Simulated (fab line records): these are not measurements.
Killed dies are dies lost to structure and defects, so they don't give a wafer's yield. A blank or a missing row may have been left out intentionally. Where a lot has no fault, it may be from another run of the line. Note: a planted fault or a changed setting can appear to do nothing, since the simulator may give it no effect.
fab line records	flow gf180mcu
record lots=7	wafers=21	last_day=33
route steps=602 shown V4@495 MIM@503
lots untouched by any fault: they come from a run of this same line in which no faults occurred
start_h: the number of hours between the record's first day and the start of the first shown wafer of the lot	wait_h: hours from the lot's prior step to this one	" identical to the entry in the row above	L1.1+2: a single row standing in for several wafers	- value missing, or start not given	* or withheld: withheld	< > ~ a bound
route shown NAME@n: a module of which the file shows steps, and the number in the route of the first	usual: mean/standard deviation of fault-free wafers	same: alike in all rows	chamber/n: place in a boat	sites: readings site by site	_std_site: how widely they spread, as a standard deviation	_edge_site: mean of outer sites minus mean of inner sites	radius_mm: for every site, how far away it sits from the centre of the wafer	mask NAME#n: copy n	behind: the most recent tool/chamber to have shaped the wafer	hold: cause of the lot's hold/its duration in hours/its outcome	device: the n, p or np transistor that did not switch	end of line: tests of these same wafers at the route's end	a step with no rows: only its recipe	killed: not the wafer's yield, but the dies lost to structure and defects at the first sort	map: a wafer's dies, x killed, . not, _ none there
set.NAME: the setting that was run; set.NAME@STEP: the one run at that earlier step	model.NAME: the simulator's own value behind a step, which no gauge read
lots seen at some steps along the route; tables by step, rows by wafer
services: the hour from which a tool's chamber was out of use, counted from the record's first day as start_h (under 0 if before that day), plus the number of hours and why
## steps
# step GF_V4_STRIP_19
# recipe chemistry=post_etch_residue_remover	time_s=1200	temp_c=72.5
# step GF_V4_CLEAN_20
# recipe chemistry=DIW	dry=n2_spin
# step GF_V4_SPUTTER_21
# recipe material=Ti	target_thk_nm=15	chamber_pressure_pa=5	power_w=2500	substrate_temp_c=200	time_s=80.02
# usual cathode_dc_power_W=2500.0/0.43	chamber_pressure_pa=5.001/0.0093	throttle_valve_pct=30.2/0.99
lot.wafer	tool	chamber	start_h	wait_h	cathode_dc_power_W	chamber_pressure_pa	throttle_valve_pct
L703.1	pvd_sputter-02	-	588.27	0.0	2500.3	5.000	30.5
L703.4	"	-	"	"	2499.5	5.021	31.2
L703.5	"	-	"	"	2499.6	5.010	30.8
L706.3	pvd_sputter-02	-	602.63	0.0	2499.3	4.985	31.6
L706.4	"	-	"	"	2500.4	4.997	30.8
L706.6	"	-	"	"	2499.5	5.010	29.3
L707.1	pvd_sputter-02	-	612.53	0.0	2500.1	5.006	30.5
L707.2	"	-	"	"	2500.2	5.004	29.6
L707.3	"	-	"	"	2500.2	4.990	31.3
L708.2	pvd_sputter-04	-	625.96	0.0	2500.1	5.009	28.8
L708.5	"	-	"	"	2500.8	5.005	28.7
L708.6	"	-	"	"	2499.7	4.991	27.9
L710.1	pvd_sputter-04	-	634.63	0.0	2500.3	4.995	30.9
L710.4	"	-	"	"	2500.7	4.999	28.7
L710.5	"	-	"	"	2500.5	5.008	30.3
L715.1	pvd_sputter-04	-	666.10	0.0	2500.2	5.005	30.3
L715.3	"	-	"	"	2499.6	5.024	30.6
L715.4	"	-	"	"	2500.8	5.005	28.5
L720.2	pvd_sputter-04	-	705.67	0.0	2499.8	5.006	27.7
L720.4	"	-	"	"	2500.2	4.986	30.4
L720.6	"	-	"	"	2500.0	5.031	28.2
# step GF_V4_SPUTTER_22
# recipe material=TiN	target_thk_nm=10	chamber_pressure_pa=5	power_w=4000	time_s=40
# step GF_V4_CVD_23
# recipe material=W	target_thk_nm=350	time_s=104.9	temp_c=400	pressure_torr=40
# usual heater_power_w=854/20
lot.wafer	tool	chamber	start_h	wait_h	heater_power_w
L703.1	cvd_w-02	1	588.37	0.0	832
L703.4	"	1	"	"	833
L703.5	"	1	"	"	852
L706.3	cvd_w-02	0	602.77	0.1	883
L706.4	"	1	"	"	839
L706.6	"	0	"	"	879
L707.1	cvd_w-01	1	612.63	0.0	829
L707.2	"	0	"	"	853
L707.3	"	0	"	"	812
L708.2	cvd_w-01	0	626.06	0.0	865
L708.5	"	0	"	"	845
L708.6	"	1	"	"	820
L710.1	cvd_w-02	0	634.73	0.0	865
L710.4	"	1	"	"	843
L710.5	"	0	"	"	857
L715.1	cvd_w-02	0	666.20	0.0	863
L715.3	"	1	"	"	853
L715.4	"	0	"	"	878
L720.2	cvd_w-01	0	705.81	0.1	863
L720.4	"	0	"	"	862
L720.6	"	0	"	"	836
# step GF_V4_RS_MEAS_24
# recipe thk_meas_gauge=four-point-probe	reads=W_of_V4_CVD_23+TiN_of_V4_SPUTTER_22+Ti_of_V4_SPUTTER_21
# usual V4_W_RS=0.331/0.0039
lot.wafer	tool	chamber	start_h	wait_h	V4_W_RS[ohm/sq]
L703.1	film_metro-03	-	588.48	0.1	0.330
L703.4	"	-	"	"	0.328
L703.5	"	-	"	"	0.333
L706.3	film_metro-02	-	602.88	0.1	0.333
L706.4	"	-	"	"	0.331
L706.6	"	-	"	"	0.334
L707.1	film_metro-03	-	612.74	0.1	0.325
L707.2	"	-	"	"	0.323
L707.3	"	-	"	"	0.325
L708.2	film_metro-03	-	626.19	0.1	0.329
L708.5	"	-	"	"	0.328
L708.6	"	-	"	"	0.331
L710.1	film_metro-01	-	634.84	0.1	0.335
L710.4	"	-	"	"	0.336
L710.5	"	-	"	"	0.333
L715.1	film_metro-03	-	666.31	0.1	0.337
L715.3	"	-	"	"	0.336
L715.4	"	-	"	"	0.338
L720.2	film_metro-02	-	706.03	0.2	0.332
L720.4	"	-	"	"	0.327
L720.6	"	-	"	"	0.330
# step GF_V4_THK_MEAS_25
# recipe thk_meas_gauge=xrf	reads=W_of_V4_CVD_23
# usual V4_W_THK=356/6.4
lot.wafer	tool	chamber	start_h	wait_h	V4_W_THK[nm]
L703.1	film_metro-03	-	588.60	0.1	358
L703.4	"	-	"	"	361
L703.5	"	-	"	"	354
L706.3	film_metro-02	-	602.98	0.1	353
L706.4	"	-	"	"	358
L706.6	"	-	"	"	353
L707.1	film_metro-03	-	612.86	0.1	362
L707.2	"	-	"	"	367
L707.3	"	-	"	"	361
L708.2	film_metro-03	-	626.30	0.1	361
L708.5	"	-	"	"	362
L708.6	"	-	"	"	358
L710.1	film_metro-01	-	634.96	0.1	349
L710.4	"	-	"	"	348
L710.5	"	-	"	"	350
L715.1	film_metro-03	-	666.43	0.1	348
L715.3	"	-	"	"	350
L715.4	"	-	"	"	348
L720.2	film_metro-02	-	706.14	0.1	348
L720.4	"	-	"	"	353
L720.6	"	-	"	"	351
# step GF_V4_CMP_26
# recipe stop_on=SiO2	down_force_psi=3.5	platen_rpm=60	t_overpolish_s=15	target_thk_nm=0	pad_velocity_m_s=0.94248
# step GF_MIM_SPUTTER_00
# recipe material=Ti	target_thk_nm=37.5	arriving_ion_energy_ev=80	substrate_temp_c=200	chamber_pressure_pa=2	power_w=4000	time_s=150
# usual cathode_dc_power_W=3999.9/0.76	chamber_pressure_pa=2.000/0.0038	throttle_valve_pct=30.1/1
lot.wafer	tool	chamber	start_h	wait_h	cathode_dc_power_W	chamber_pressure_pa	throttle_valve_pct
L703.1	pvd_sputter-03	-	588.96	0.1	3999.2	2.009	30.5
L703.4	"	-	"	"	3999.1	1.999	28.5
L703.5	"	-	"	"	3999.5	1.993	30.2
L706.3	pvd_sputter-03	-	603.32	0.1	4000.9	1.999	30.4
L706.4	"	-	"	"	3998.7	2.011	30.6
L706.6	"	-	"	"	3999.4	2.002	30.6
L707.1	pvd_sputter-03	-	613.22	0.1	3999.5	1.995	30.0
L707.2	"	-	"	"	4000.4	1.999	28.5
L707.3	"	-	"	"	4001.2	2.005	29.7
L708.2	pvd_sputter-02	-	626.65	0.2	3999.9	1.996	31.1
L708.5	"	-	"	"	4000.6	1.998	29.5
L708.6	"	-	"	"	3999.4	1.997	31.5
L710.1	pvd_sputter-02	-	635.32	0.2	4000.6	1.997	30.2
L710.4	"	-	"	"	3999.8	1.995	29.5
L710.5	"	-	"	"	4000.0	2.007	31.6
L715.1	pvd_sputter-02	-	666.79	0.2	4000.6	2.000	31.4
L715.3	"	-	"	"	4001.1	1.995	31.1
L715.4	"	-	"	"	4000.8	1.997	29.5
L720.2	pvd_sputter-02	-	706.64	0.2	3999.1	2.001	29.5
L720.4	"	-	"	"	3998.8	2.005	30.8
L720.6	"	-	"	"	3999.7	2.000	31.5
# step GF_MIM_SPUTTER_01
# recipe material=TiN	target_thk_nm=30	power_w=6500	time_s=25	chamber_pressure_pa=0.4
# usual cathode_dc_power_W=6500.0/1.2	chamber_pressure_pa=0.4001/0.00079	throttle_valve_pct=30.0/1
lot.wafer	tool	chamber	start_h	wait_h	cathode_dc_power_W	chamber_pressure_pa	throttle_valve_pct
L703.1	pvd_sputter-03	-	589.06	0.1	6500.5	0.4005	30.3
L703.4	"	-	"	"	6499.0	0.3982	28.4
L703.5	"	-	"	"	6500.5	0.4005	30.4
L706.3	pvd_sputter-03	-	603.42	0.1	6500.8	0.4009	30.3
L706.4	"	-	"	"	6500.2	0.3980	30.3
L706.6	"	-	"	"	6499.1	0.4007	30.2
L707.1	pvd_sputter-03	-	613.32	0.1	6501.4	0.3991	30.5
L707.2	"	-	"	"	6500.0	0.3996	28.6
L707.3	"	-	"	"	6500.1	0.3989	29.4
L708.2	pvd_sputter-02	-	626.75	0.1	6501.1	0.4005	31.0
L708.5	"	-	"	"	6499.2	0.4014	29.4
L708.6	"	-	"	"	6501.8	0.4010	31.3
L710.1	pvd_sputter-02	-	635.42	0.1	6500.1	0.4003	30.7
L710.4	"	-	"	"	6501.8	0.3990	29.5
L710.5	"	-	"	"	6498.6	0.4007	31.5
L715.1	pvd_sputter-02	-	666.89	0.1	6500.6	0.4014	31.7
L715.3	"	-	"	"	6498.8	0.3996	31.3
L715.4	"	-	"	"	6497.0	0.4009	29.2
L720.2	pvd_sputter-02	-	706.74	0.1	6499.9	0.4011	29.7
L720.4	"	-	"	"	6501.4	0.4001	30.6
L720.6	"	-	"	"	6499.7	0.4003	31.4
# step GF_MIM_SPUTTER_02
# recipe material=AlCu	target_thk_nm=450	power_w=10600	time_s=23.9	chamber_pressure_pa=0.4
# step GF_MIM_SPUTTER_03
# recipe material=Ti	target_thk_nm=10	substrate_temp_c=300	chamber_pressure_pa=0.3	power_w=3000	time_s=6.7
# usual cathode_dc_power_W=3000.0/0.56	chamber_pressure_pa=0.2999/0.00057	throttle_valve_pct=30.1/1
lot.wafer	tool	chamber	start_h	wait_h	cathode_dc_power_W	chamber_pressure_pa	throttle_valve_pct
L703.1	pvd_sputter-03	-	589.12	0.0	2999.8	0.3002	30.4
L703.4	"	-	"	"	2999.9	0.3006	28.6
L703.5	"	-	"	"	3001.0	0.2993	30.4
L706.3	pvd_sputter-03	-	603.48	0.0	3000.7	0.2989	30.1
L706.4	"	-	"	"	2999.0	0.2990	30.4
L706.6	"	-	"	"	3000.3	0.2994	30.3
L707.1	pvd_sputter-03	-	613.38	0.0	2999.9	0.3004	30.0
L707.2	"	-	"	"	3000.6	0.2998	28.6
L707.3	"	-	"	"	2999.3	0.2994	29.4
L708.2	pvd_sputter-02	-	626.81	0.0	3000.2	0.3004	31.3
L708.5	"	-	"	"	2998.8	0.2996	29.5
L708.6	"	-	"	"	3000.3	0.3005	31.7
L710.1	pvd_sputter-02	-	635.49	0.0	3000.0	0.3006	30.6
L710.4	"	-	"	"	3000.1	0.3000	29.5
L710.5	"	-	"	"	3000.1	0.3002	31.4
L715.1	pvd_sputter-02	-	666.95	0.0	3000.6	0.3011	31.6
L715.3	"	-	"	"	2999.6	0.2998	30.9
L715.4	"	-	"	"	2999.7	0.2988	29.8
L720.2	pvd_sputter-02	-	706.80	0.0	2999.2	0.2997	29.3
L720.4	"	-	"	"	2999.5	0.3001	30.9
L720.6	"	-	"	"	2999.8	0.3000	31.5
# step GF_MIM_SPUTTER_04
# recipe material=TiN	target_thk_nm=50	power_w=6500	time_s=41.7	chamber_pressure_pa=0.4
# usual cathode_dc_power_W=6499.9/1.3	chamber_pressure_pa=0.4000/0.00082	throttle_valve_pct=30.0/1
lot.wafer	tool	chamber	start_h	wait_h	cathode_dc_power_W	chamber_pressure_pa	throttle_valve_pct
L703.1	pvd_sputter-03	-	589.14	0.0	6502.7	0.4006	30.6
L703.4	"	-	"	"	6500.7	0.4014	28.5
L703.5	"	-	"	"	6497.9	0.4006	30.0
L706.3	pvd_sputter-03	-	603.50	0.0	-	-	-
L706.4	"	-	"	"	-	-	-
L706.6	"	-	"	"	-	-	-
L707.1	pvd_sputter-03	-	613.40	0.0	-	-	-
L707.2	"	-	"	"	-	-	-
L707.3	"	-	"	"	-	-	-
L708.2	pvd_sputter-02	-	626.83	0.0	-	-	-
L708.5	"	-	"	"	-	-	-
L708.6	"	-	"	"	-	-	-
L710.1	pvd_sputter-02	-	635.51	0.0	6503.1	0.4006	30.6
L710.4	"	-	"	"	6501.9	0.3976	29.6
L710.5	"	-	"	"	6501.5	0.4001	31.7
L715.1	pvd_sputter-02	-	666.97	0.0	6499.9	0.3983	31.5
L715.3	"	-	"	"	6498.4	0.4009	31.3
L715.4	"	-	"	"	6498.4	0.4005	29.7
L720.2	pvd_sputter-02	-	706.82	0.0	6499.1	0.3995	29.4
L720.4	"	-	"	"	6503.5	0.4006	30.7
L720.6	"	-	"	"	6499.6	0.4005	31.4
# step GF_MIM_CVD_05
# recipe material=Si3N4	target_thk_nm=42	temp_max_c=400	temp_c=385	time_s=29.086	rf_w=462.3
## services
tool	chamber	start_h	hours	kind
cvd_w-01	-	582.84	6.9	pm
pvd_sputter-03	-	646.24	2.2	repair
cvd_w-02	0	672.35	10.8	repair
pvd_sputter-04	-	702.33	2.6	repair
cvd_w-02	0	702.73	15.5	repair
cvd_w-01	1	703.54	13.4	repair
## key
first_sign step=GF_MIM_SPUTTER_04	reading=tool_record	direction=missing
effect none on later readings
met_at GF_MIM_SPUTTER_04
struck_wafers L706.3,L706.4,L706.6,L707.1,L707.2,L707.3,L708.2,L708.5,L708.6
later_rows_left_out L706.3,L706.4,L706.6,L707.1,L707.2,L707.3,L708.2,L708.5,L708.6
sort_left_out L706.3,L706.4,L706.6,L707.1,L707.2,L707.3,L708.2,L708.5,L708.6
onset_between 589.14 603.50
fault kind=skipped_step_whole	tool=pvd_sputter-02,pvd_sputter-03	chamber=-	onset_h=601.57	steps=GF_MIM_SPUTTER_04	scope=struck_lots_only
# sort_left_out: the simulated sort isn't trusted on such a fault, so these wafers' sort isn't shown, and their yield isn't known
# later_rows_left_out: the simulator's readings of these wafers behind a module that went badly wrong aren't trusted and aren't shown, but for the sort
